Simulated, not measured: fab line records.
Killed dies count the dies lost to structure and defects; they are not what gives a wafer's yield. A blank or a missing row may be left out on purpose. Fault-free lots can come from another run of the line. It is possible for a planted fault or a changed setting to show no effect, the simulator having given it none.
fab line records | flow sky130
record: lots: 10 | wafers: 30 | lastDay: 51
route steps=708 shown METAL2@503 VIA2@509 CAPM@538 PAD_OPEN@708
lots that met no fault: taken from a fault-free run of the same line
startH: hours from the record's opening day to when the first of the lot's shown wafers began | waitH: hours since the lot's step before | " identical to the entry in the row above | L1.1+2: a row that stands for several wafers | - no value present, or no start provided | * or withheld: withheld | < > ~ a bound
route shown NAME@n: a module of which the file shows steps, and the number in the route of the first | usual: mean and standard deviation over wafers with no fault | same: alike in all rows | chamber/n: place in a boat | sites: each site's reading | _std_site: how widely they spread, as a standard deviation | _edge_site: outer sites' mean less inner sites' | radiusMm: how far each site lies from the wafer's centre | mask NAME#n: copy n | behind: tool/chamber where the wafer was last shaped | hold: why the lot was held/for how many hours/how that ended | device: names the non-switching transistor (n, p or np) | end of line: at the end of the route, the tests of the same wafers | step lacking rows: just its recipe | killed: the dies lost at the first sort to structure and to defects; this is not the yield of the wafer | map: a wafer's dies, x killed, . not, _ none there
set.NAME: the setting that was run; set.NAME@STEP: the one run at that earlier step | model.NAME: the simulator's own value behind a step, which no gauge read
a sample of lots followed through the steps of the route, with each step as a table and each wafer as a row
services: from which hour (startH, from the record's first day; less than 0 if before it) a tool's chamber was out of use, for how many hours, and why
== steps ==
step: SKY_METAL2_STRIP_20
recipe: chemistry: O2/N2 | powerW: 1400 | pressureMtorr: 1500 | platenTempC: withheld | o2FlowSccm: 3000 | n2FlowSccm: 300 | overashFraction: 0.5
usual: drypumpMotorCurrentA: 5.8/0.5 | oesProductAu: 0.342/0.0048 | stripTimeToEndpointS: 2.68/0.035
lot.wafer | tool           | chamber | startH  | waitH | drypumpMotorCurrentA | oesProductAu | rfHoursCounterH | stripTimeToEndpointS
L501.2    | plasmaAsher-02 | 1       | 855.03  | 0.1   | 5.9                  | 0.345        | 40              | 2.72
L501.3    | "              | 1       | "       | "     | 5.9                  | 0.344        | -               | 2.70
L501.4    | "              | 0       | "       | "     | 5.5                  | 0.348        | -               | 2.73
L504.1    | plasmaAsher-04 | 1       | 869.43  | 0.1   | 6.3                  | 0.343        | 11              | 2.62
L504.2    | "              | 0       | "       | "     | 6.5                  | 0.343        | 11              | 2.66
L504.3    | "              | 1       | "       | "     | 6.3                  | 0.334        | -               | 2.64
L503.2    | plasmaAsher-04 | 0       | 873.86  | 0.1   | 6.5                  | 0.328        | 11              | 2.68
L503.5    | "              | 1       | "       | "     | 6.3                  | 0.337        | -               | 2.67
L503.6    | "              | 0       | "       | "     | 6.5                  | 0.331        | -               | 2.66
L505.1    | plasmaAsher-04 | 1       | 877.68  | 0.1   | 6.3                  | 0.343        | 12              | 2.69
L505.4    | "              | 0       | "       | "     | 6.5                  | 0.351        | -               | 2.65
L505.5    | "              | 1       | "       | "     | 6.3                  | 0.336        | -               | 2.68
L506.1    | plasmaAsher-04 | 0       | 887.56  | 0.1   | 6.5                  | 0.344        | 13              | 2.65
L506.5    | "              | 1       | "       | "     | 6.3                  | 0.342        | -               | 2.71
L506.6    | "              | 0       | "       | "     | 6.5                  | 0.343        | -               | 2.66
L517.3    | plasmaAsher-02 | 0       | 964.05  | 0.1   | 5.4                  | 0.337        | -               | 2.73
L517.4    | "              | 1       | "       | "     | 5.9                  | 0.347        | -               | 2.68
L517.5    | "              | 0       | "       | "     | 5.5                  | 0.346        | -               | 2.72
L520.1    | plasmaAsher-04 | 0       | 983.93  | 0.1   | 6.5                  | 0.340        | 21              | 2.69
L520.5    | "              | 1       | "       | "     | 6.4                  | 0.348        | -               | 2.69
L520.6    | "              | 0       | "       | "     | 6.5                  | 0.341        | -               | 2.62
L521.2    | plasmaAsher-04 | 1       | 986.12  | 0.1   | 6.3                  | 0.344        | 21              | 2.64
L521.4    | "              | 0       | "       | "     | 6.5                  | 0.346        | -               | 2.66
L521.5    | "              | 0       | "       | "     | 6.5                  | 0.345        | -               | 2.69
L522.1    | plasmaAsher-01 | 1       | 999.53  | 0.1   | 5.6                  | 0.345        | 88              | 2.68
L522.2    | "              | 0       | "       | "     | 5.1                  | 0.341        | 88              | 2.71
L522.4    | "              | 0       | "       | "     | 5.1                  | 0.349        | -               | 2.71
L524.1    | plasmaAsher-02 | 0       | 1003.77 | 0.1   | 5.5                  | 0.340        | 56              | 2.69
L524.2    | "              | 1       | "       | "     | 5.9                  | 0.344        | 56              | 2.66
L524.4    | "              | 0       | "       | "     | 5.4                  | 0.351        | -               | 2.72
step: SKY_VIA2_CMP_02
recipe: material: SiO2 | downForcePsi: 4 | platenRpm: 60 | padVelocityMS: 0.94248
usual: edgeZonePressureFrac: 0.999/0.0051 | motorCurrentA: 11.5/0.78 | slurryFilterDpKPa: 13.50/0.13
lot.wafer | tool   | chamber | startH  | waitH | edgeZonePressureFrac | motorCurrentA | slurryFilterDpKPa
L501.3    | cmp-02 | 3       | 855.85  | 0.1   | 0.997                | 11.0          | 13.65
L501.2    | "      | 0       | "       | "     | 1.001                | 10.6          | 13.48
L501.4    | "      | 1       | "       | "     | 0.997                | 12.0          | 13.70
L504.2    | cmp-02 | 2       | 870.24  | 0.0   | 1.000                | 10.6          | 13.37
L504.1    | "      | 3       | "       | "     | 0.993                | 11.2          | 13.54
L504.3    | "      | 1       | "       | "     | 1.003                | 11.6          | 13.56
L503.2    | cmp-02 | 0       | 875.08  | 0.0   | 1.003                | 11.0          | 13.59
L503.5    | "      | 0       | "       | "     | 1.002                | 10.5          | 13.45
L503.6    | "      | 1       | "       | "     | 1.001                | 11.4          | 13.47
L505.4    | cmp-02 | 1       | 878.66  | 0.0   | 1.004                | 11.4          | 13.39
L505.1    | "      | 2       | "       | "     | 1.004                | 10.4          | 13.58
L505.5    | "      | 1       | "       | "     | 1.001                | 11.7          | 13.78
L506.1    | cmp-01 | 0       | 888.52  | 0.1   | 0.993                | 12.3          | 13.71
L506.6    | "      | 0       | "       | "     | 0.997                | 11.7          | 13.76
L506.5    | "      | 1       | "       | "     | 1.010                | 12.1          | 13.40
L517.3    | cmp-01 | 3       | 964.80  | 0.0   | 0.995                | 13.2          | 13.35
L517.4    | "      | 0       | "       | "     | 1.001                | 11.1          | 13.34
L517.5    | "      | 0       | "       | "     | 1.005                | 11.5          | 13.38
L520.1    | cmp-02 | 0       | 985.02  | 0.3   | 1.004                | 10.3          | 13.57
L520.6    | "      | 0       | "       | "     | 1.002                | 10.1          | 13.26
L520.5    | "      | 1       | "       | "     | 0.996                | 11.8          | 13.25
L521.2    | cmp-02 | 0       | 987.04  | 0.1   | 0.999                | 10.6          | 13.52
L521.4    | "      | 1       | "       | "     | 0.996                | 11.3          | 13.52
L521.5    | "      | 2       | "       | "     | 0.995                | 11.2          | 13.34
L522.4    | cmp-01 | 3       | 1000.30 | 0.0   | 1.005                | 12.7          | 13.71
L522.1    | "      | 1       | "       | "     | 1.006                | 12.0          | 13.52
L522.2    | "      | 2       | "       | "     | 1.004                | 10.3          | 13.48
L524.1    | cmp-02 | 0       | 1004.54 | 0.1   | 0.998                | 10.9          | 13.63
L524.2    | "      | 2       | "       | "     | 1.000                | 11.6          | 13.60
L524.4    | "      | 3       | "       | "     | 1.000                | 11.2          | 13.51
step: SKY_CAPM_THK_MEAS_01
recipe: reads: SiO2_of_CAPM_CVD_00
usual: CAPM_CVD_00_THK: 15.56/0.24
lot.wafer | tool         | chamber | startH  | waitH | CAPM_CVD_00_THK[nm]
L501.2    | filmMetro-04 | -       | 884.18  | -     | 15.33
L501.3    | "            | -       | "       | "     | 15.76
L501.4    | "            | -       | "       | "     | 15.63
L504.1    | filmMetro-03 | -       | 898.51  | -     | 15.54
L504.2    | "            | -       | "       | "     | 15.39
L504.3    | "            | -       | "       | "     | 15.34
L503.2    | filmMetro-04 | -       | 903.41  | -     | 15.06
L503.5    | "            | -       | "       | "     | 15.70
L503.6    | "            | -       | "       | "     | 16.03
L505.1    | filmMetro-01 | -       | 907.29  | -     | 15.62
L505.4    | "            | -       | "       | "     | 16.10
L505.5    | "            | -       | "       | "     | 15.73
L506.1    | filmMetro-01 | -       | 917.09  | -     | 15.24
L506.5    | "            | -       | "       | "     | 15.97
L506.6    | "            | -       | "       | "     | 15.89
L517.3    | filmMetro-04 | -       | 991.07  | -     | 15.32
L517.4    | "            | -       | "       | "     | 16.09
L517.5    | "            | -       | "       | "     | 15.48
L520.1    | filmMetro-01 | -       | 1009.21 | -     | 15.48
L520.5    | "            | -       | "       | "     | 15.53
L520.6    | "            | -       | "       | "     | 15.56
L521.2    | filmMetro-01 | -       | 1010.72 | -     | 15.15
L521.4    | "            | -       | "       | "     | 15.81
L521.5    | "            | -       | "       | "     | 15.38
L522.1    | filmMetro-01 | -       | 1022.44 | -     | 15.57
L522.2    | "            | -       | "       | "     | 15.20
L522.4    | "            | -       | "       | "     | 15.16
L524.1    | filmMetro-04 | -       | 1026.65 | -     | 15.74
L524.2    | "            | -       | "       | "     | 15.53
L524.4    | "            | -       | "       | "     | 15.89
step: SKY_CAPM_SPUTTER_02
recipe: material: TiN | targetThkNm: 200 | tempC: 300 | powerW: 6500 | timeS: 166.7 | chamberPressurePa: 0.4
usual: throttleValvePct: 29.9/0.94
lot.wafer | tool          | chamber | startH  | waitH | throttleValvePct
L501.2    | pvdSputter-02 | -       | 884.23  | 0.0   | 30.7
L501.3    | "             | -       | "       | "     | 30.2
L501.4    | "             | -       | "       | "     | 30.0
L504.1    | pvdSputter-01 | -       | 898.57  | 0.1   | 28.5
L504.2    | "             | -       | "       | "     | 30.6
L504.3    | "             | -       | "       | "     | 30.2
L503.2    | pvdSputter-01 | -       | 903.46  | 0.0   | 30.0
L503.5    | "             | -       | "       | "     | 30.0
L503.6    | "             | -       | "       | "     | 30.0
L505.1    | pvdSputter-02 | -       | 907.35  | 0.1   | 30.1
L505.4    | "             | -       | "       | "     | 30.8
L505.5    | "             | -       | "       | "     | 30.1
L506.1    | pvdSputter-02 | -       | 917.15  | 0.1   | 30.3
L506.5    | "             | -       | "       | "     | 28.2
L506.6    | "             | -       | "       | "     | 30.8
L517.3    | pvdSputter-01 | -       | 991.11  | 0.0   | 28.5
L517.4    | "             | -       | "       | "     | 30.0
L517.5    | "             | -       | "       | "     | 30.9
L520.1    | pvdSputter-02 | -       | 1009.27 | 0.1   | 28.2
L520.5    | "             | -       | "       | "     | 31.1
L520.6    | "             | -       | "       | "     | 28.3
L521.2    | pvdSputter-02 | -       | 1010.77 | 0.0   | 28.0
L521.4    | "             | -       | "       | "     | 30.1
L521.5    | "             | -       | "       | "     | 30.2
L522.1    | pvdSputter-01 | -       | 1022.50 | 0.1   | 30.7
L522.2    | "             | -       | "       | "     | 28.4
L522.4    | "             | -       | "       | "     | 29.8
L524.1    | pvdSputter-02 | -       | 1026.71 | 0.1   | 30.1
L524.2    | "             | -       | "       | "     | 28.0
L524.4    | "             | -       | "       | "     | 30.8
step: SKY_CAPM_RS_MEAS_03
recipe: thkMeasGauge: four-point-probe | reads: TiN_of_CAPM_SPUTTER_02
usual: CAPM_TIN_RS: 6.93/0.087
lot.wafer | tool         | chamber | startH  | waitH | CAPM_TIN_RS[ohm/sq]
L501.2    | filmMetro-01 | -       | 884.36  | 0.1   | 6.98
L501.3    | "            | -       | "       | "     | 6.95
L501.4    | "            | -       | "       | "     | 6.82
L504.1    | filmMetro-03 | -       | 898.68  | 0.1   | 6.94
L504.2    | "            | -       | "       | "     | 6.94
L504.3    | "            | -       | "       | "     | 6.88
L503.2    | filmMetro-01 | -       | 903.59  | 0.1   | 7.09
L503.5    | "            | -       | "       | "     | 7.05
L503.6    | "            | -       | "       | "     | 7.07
L505.1    | filmMetro-01 | -       | 907.46  | 0.1   | 8.11
L505.4    | "            | -       | "       | "     | 7.05
L505.5    | "            | -       | "       | "     | 8.16
L506.1    | filmMetro-04 | -       | 917.26  | 0.1   | 8.20
L506.5    | "            | -       | "       | "     | 8.18
L506.6    | "            | -       | "       | "     | 8.24
L517.3    | filmMetro-01 | -       | 991.26  | 0.1   | 6.99
L517.4    | "            | -       | "       | "     | 6.86
L517.5    | "            | -       | "       | "     | 6.95
L520.1    | filmMetro-04 | -       | 1009.38 | 0.1   | 6.87
L520.5    | "            | -       | "       | "     | 6.92
L520.6    | "            | -       | "       | "     | 6.84
L521.2    | filmMetro-04 | -       | 1010.90 | 0.1   | 6.94
L521.4    | "            | -       | "       | "     | 6.85
L521.5    | "            | -       | "       | "     | 6.90
L522.1    | filmMetro-04 | -       | 1022.61 | 0.1   | 6.95
L522.2    | "            | -       | "       | "     | 6.99
L522.4    | "            | -       | "       | "     | 6.90
L524.1    | filmMetro-01 | -       | 1026.82 | 0.1   | 6.93
L524.2    | "            | -       | "       | "     | 7.00
L524.4    | "            | -       | "       | "     | 7.10
step: SKY_CAPM_THK_MEAS_04
recipe: thkMeasGauge: xrf | reads: TiN_of_CAPM_SPUTTER_02
usual: CAPM_TIN_THK: 201.3/2.6
lot.wafer | tool         | chamber | startH  | waitH | CAPM_TIN_THK[nm]
L501.2    | filmMetro-01 | -       | 884.47  | 0.1   | 201.2
L501.3    | "            | -       | "       | "     | 201.6
L501.4    | "            | -       | "       | "     | 204.9
L504.1    | filmMetro-03 | -       | 898.80  | 0.1   | 200.3
L504.2    | "            | -       | "       | "     | 199.9
L504.3    | "            | -       | "       | "     | 202.2
L503.2    | filmMetro-01 | -       | 903.70  | 0.1   | 196.5
L503.5    | "            | -       | "       | "     | 197.3
L503.6    | "            | -       | "       | "     | 197.3
L505.1    | filmMetro-01 | -       | 907.58  | 0.1   | 171.9
L505.4    | "            | -       | "       | "     | 197.6
L505.5    | "            | -       | "       | "     | 171.9
L506.1    | filmMetro-04 | -       | 917.38  | 0.1   | 170.7
L506.5    | "            | -       | "       | "     | 170.4
L506.6    | "            | -       | "       | "     | 169.7
L517.3    | filmMetro-01 | -       | 991.36  | 0.1   | 199.6
L517.4    | "            | -       | "       | "     | 202.9
L517.5    | "            | -       | "       | "     | 201.3
L520.1    | filmMetro-04 | -       | 1009.50 | 0.1   | 201.3
L520.5    | "            | -       | "       | "     | 200.4
L520.6    | "            | -       | "       | "     | 202.2
L521.2    | filmMetro-04 | -       | 1011.01 | 0.1   | 200.3
L521.4    | "            | -       | "       | "     | 201.1
L521.5    | "            | -       | "       | "     | 200.4
L522.1    | filmMetro-04 | -       | 1022.73 | 0.1   | 198.8
L522.2    | "            | -       | "       | "     | 199.2
L522.4    | "            | -       | "       | "     | 201.1
L524.1    | filmMetro-01 | -       | 1026.94 | 0.1   | 202.6
L524.2    | "            | -       | "       | "     | 200.0
L524.4    | "            | -       | "       | "     | 197.0
step: SKY_CAPM_METAL_ETCH_13
recipe: targetDepthNm: 220 | stopOn: SiO2 | chemistry: Cl2/BCl3 | target: TiN | pressureMtorr: 10 | icpW: 900 | biasW: 48.5 | Cl2_flow_sccm: 60 | bcl3FlowSccm: 30 | timeS: 62.9
usual: drypumpMotorCurrentA: 5.5/0.63 | heBacksideLeakSccm: 3.33/0.25 | oesProductAu: 0.941/0.0081 | throttleValvePct: 21.902/0.0089
same: timeS: 62.9
lot.wafer | tool        | chamber | startH  | waitH | drypumpMotorCurrentA | heBacksideLeakSccm | oesProductAu | rfHoursCounterH | throttleValvePct
L501.2    | rieMetal-02 | 1       | 909.45  | 0.0   | 6.1                  | 3.33               | 0.943        | -               | 21.914
L501.3    | "           | 1       | "       | "     | 6.1                  | 3.30               | 0.940        | -               | 21.904
L501.4    | "           | 1       | "       | "     | 6.1                  | 3.41               | 0.950        | -               | 21.902
L504.1    | rieMetal-02 | 1       | 924.37  | 0.0   | 6.1                  | 3.36               | 0.939        | 19              | 21.900
L504.2    | "           | 0       | "       | "     | 4.9                  | 3.60               | 0.938        | 0               | 21.902
L504.3    | "           | 0       | "       | "     | 4.9                  | 3.73               | 0.948        | -               | 21.904
L503.2    | rieMetal-03 | 0       | 928.92  | 0.0   | 5.3                  | 3.52               | 0.927        | 4               | 21.919
L503.5    | "           | 1       | "       | "     | 4.9                  | 3.23               | 0.930        | -               | 21.903
L503.6    | "           | 0       | "       | "     | 5.3                  | 3.42               | 0.931        | -               | 21.903
L505.1    | rieMetal-01 | 0       | 932.52  | 0.0   | 6.4                  | 3.09               | 0.852        | 12              | 21.938
L505.4    | "           | 0       | "       | "     | 6.3                  | 3.09               | 0.936        | -               | 21.907
L505.5    | "           | 0       | "       | "     | 6.3                  | 3.11               | 0.861        | -               | 21.950
L506.1    | rieMetal-03 | 1       | 941.97  | 0.0   | 4.9                  | 3.26               | 0.848        | 3               | 21.954
L506.5    | "           | 1       | "       | "     | 5.0                  | 3.45               | 0.860        | -               | 21.962
L506.6    | "           | 0       | "       | "     | 5.3                  | 3.35               | 0.854        | -               | 21.964
L517.3    | rieMetal-01 | 1       | 1013.20 | 0.0   | 4.7                  | 3.01               | 0.931        | -               | 21.897
L517.4    | "           | 0       | "       | "     | 6.3                  | 3.11               | 0.946        | -               | 21.898
L517.5    | "           | 1       | "       | "     | 4.7                  | 3.02               | 0.942        | -               | 21.895
L520.1    | rieMetal-03 | 0       | 1028.71 | 0.0   | 5.3                  | 3.64               | 0.942        | 9               | 21.888
L520.5    | "           | 0       | "       | "     | 5.3                  | 3.63               | 0.955        | -               | 21.898
L520.6    | "           | 1       | "       | "     | 4.9                  | 3.54               | 0.941        | -               | 21.900
L521.2    | rieMetal-01 | 0       | 1030.12 | 0.0   | 6.4                  | 2.92               | 0.940        | 17              | 21.895
L521.4    | "           | 1       | "       | "     | 4.7                  | 3.01               | 0.938        | -               | 21.885
L521.5    | "           | 0       | "       | "     | 6.4                  | 2.92               | 0.943        | -               | 21.908
L522.1    | rieMetal-02 | 1       | 1041.27 | 0.0   | 6.1                  | 3.28               | 0.935        | 6               | 21.905
L522.2    | "           | 0       | "       | "     | 4.9                  | 3.65               | 0.934        | 8               | 21.906
L522.4    | "           | 1       | "       | "     | 6.1                  | 3.41               | 0.932        | -               | 21.884
L524.1    | rieMetal-01 | 0       | 1045.17 | 0.0   | 6.3                  | 3.23               | 0.940        | 18              | 21.889
L524.2    | "           | 1       | "       | "     | 4.7                  | 2.97               | 0.943        | 6               | 21.900
L524.4    | "           | 1       | "       | "     | 4.7                  | 3.00               | 0.925        | -               | 21.913
step: SKY_PAD_OPEN_PROBE_99
usual: defectLimitedYield: 82.1/2 | killed_at_M0_to_M3: 43/6.4 | killed_at_M4_up: 3.2/1.8 | killedAtContacts: 25/5.5 | killedAtFrontEnd: 16/5.2 | killedAtOther: 0.3/0.49 | killedDies: 88/10 | killedOpen: 48/7 | killedShort: 40/7.1 | sort_bin_3_pad_short: 0.9/0.42 | sort_bin_5_function: 10.5/1.6 | sort_bin_6_memory: 6.5/1.2 | sortNPass: 404/10 | sortYieldPct: 82.1/2
same: grossDies: 492 | killedAtBackSide: 0 | sort_bin_4_leakage[%]: 0 | sort_bin_8_speed[%]: 0
lot.wafer | tool      | chamber | startH  | waitH | defectLimitedYield[%] | killed_at_M0_to_M3 | killed_at_M4_up | killedAtContacts | killedAtFrontEnd | killedAtOther | killedDies | killedOpen | killedShort | sort_bin_3_pad_short[%] | sort_bin_5_function[%] | sort_bin_6_memory[%] | sortNPass | sortYieldPct[%]
L506.5    | prober-02 | -       | 1126.94 | 0.2   | 81.5                  | 51                 | 1               | 21               | 16               | 2             | 91         | 52         | 39          | 0.2                     | 9.8                    | 8.5                  | 401       | 81.5
killed by level:class
L506.5 VIA1:geometricParticle:open=17 CONTACT:geometricParticle:open=12 VIA1:geometricParticle:short=11 FIELD_ISO:geometricParticle:open=6 FIELD_ISO:geometricParticle:short=5 LI_CONTACT:geometricParticle:open=5 VIA2:geometricParticle:open=5 VIA2:geometricParticle:short=4
== services ==
tool           | chamber | startH  | hours | kind
cmp-01         | -       | 831.87  | 7.3   | repair
pvdSputter-02  | 3       | 832.59  | -     | consumableReplace:kit
pvdSputter-02  | 3       | 832.59  | 18.0  | scheduledDown
pvdSputter-02  | 3       | 832.59  | 18.0  | ventCycle
cmp-02         | -       | 839.22  | 6.5   | pm
cmp-01         | -       | 845.76  | 2.5   | pm
cmp-01         | -       | 874.61  | 2.9   | repair
rieMetal-02    | 0       | 883.91  | 3.9   | repair
cmp-01         | -       | 892.83  | 0.6   | repair
plasmaAsher-04 | -       | 895.50  | 4.2   | repair
rieMetal-01    | 1       | 903.30  | 10.6  | repair
cmp-01         | -       | 912.00  | 4.0   | pm
pvdSputter-02  | -       | 929.69  | 2.3   | repair
cmp-02         | -       | 931.49  | 0.5   | repair
cmp-02         | -       | 932.29  | 4.0   | repair
plasmaAsher-04 | -       | 949.84  | 7.5   | repair
cmp-02         | -       | 961.50  | 7.6   | pm
cmp-01         | -       | 967.97  | 1.1   | repair
cmp-01         | -       | 982.20  | 3.0   | repair
plasmaAsher-02 | -       | 986.59  | 2.8   | pm
rieMetal-02    | -       | 989.58  | 2.2   | repair
cmp-01         | -       | 992.88  | 0.6   | repair
plasmaAsher-04 | -       | 994.23  | 6.3   | repair
pvdSputter-02  | -       | 1035.07 | 0.5   | repair
== key ==
firstSign: step: SKY_CAPM_RS_MEAS_03 | reading: CAPM_TIN_RS | direction: up | sigmas: 14 | usual: 6.93 | struck: 8.18
effect: step: SKY_CAPM_THK_MEAS_04 | reading: CAPM_TIN_THK | direction: down | sigmas: 11 | usual: 201.3 | struck: 170.9
effect: step: SKY_CAPM_METAL_ETCH_13 | reading: oesProductAu | direction: down | sigmas: 11 | usual: 0.941 | struck: 0.855
metAt SKY_CAPM_SPUTTER_02
struckLots L505,L506
struckWafers L505.1,L505.5,L506.1,L506.5,L506.6
notActingAt SKY_METAL2_STRIP_20,SKY_VIA2_CMP_02,SKY_CAPM_THK_MEAS_01
onsetBetween 884.23 907.35
fault: kind: processParameterDrift | tool: pvdSputter-02 | chamber: - | onsetH: 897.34 | steps: SKY_CAPM_SPUTTER_02 | channel: targetThkNm | offset: -27.784 | shape: step | endH: 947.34 | scope: struckWafersOnly | actsIn: theseRecipesOnly | stated: 200
